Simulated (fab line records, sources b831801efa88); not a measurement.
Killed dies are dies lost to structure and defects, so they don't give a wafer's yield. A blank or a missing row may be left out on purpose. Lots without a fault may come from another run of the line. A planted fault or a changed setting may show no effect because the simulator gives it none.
Chamber matching | flow sky130 | SKY_VIA3_ETCH_15 on rie_diel-01: 3 sister chambers
The step etches SiO2 in C4F8/O2/Ar, stops on TiN, target depth 507 nm, time 78 s. 3 wafers are shown with their chamber, then 6 later ones without.

WAFERS WITH THEIR CHAMBER
wafer  | chamber | oes_product_au (a.u.)
L083.6 | 2       | 0.945
L086.1 | 1       | 0.942
L086.3 | 0       | 0.950

WAFERS WITHOUT THEIR CHAMBER
wafer  | oes_product_au (a.u.)
L088.2 | 0.947
L088.3 | 0.943
L088.5 | 0.940
L096.2 | 0.946
L096.3 | 0.952
L096.4 | 0.952

WHICH CHAMBER EACH WENT THROUGH
wafer  | from the rows above          | in truth
L088.2 | can't be placed: 2 or 0 or 1 | 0
L088.3 | can't be placed: 1 or 2      | 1
L088.5 | can't be placed: 1 or 2      | 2
L096.2 | can't be placed: 2 or 0 or 1 | 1
L096.3 | 0                            | 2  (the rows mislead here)
L096.4 | 0                            | 0
Placed correctly: 1 of 6. Can't be placed from these rows: 4 (the true chamber is among the candidates in 4). Placed wrongly: 1.
How it was worked out, from the rows above alone: a wafer's distance from a chamber is the root of the sum, over the readings, of the square of ((its reading less the chamber's mean) divided by the reading's scatter). The wafer belongs to the nearest chamber; if the next one is less than 2 further off, it can't be placed. A chamber's mean is the mean of its shown wafers. The scatter: with one shown wafer a chamber, the root of the mean of the squares of how far each hidden wafer lies from its nearest shown one.
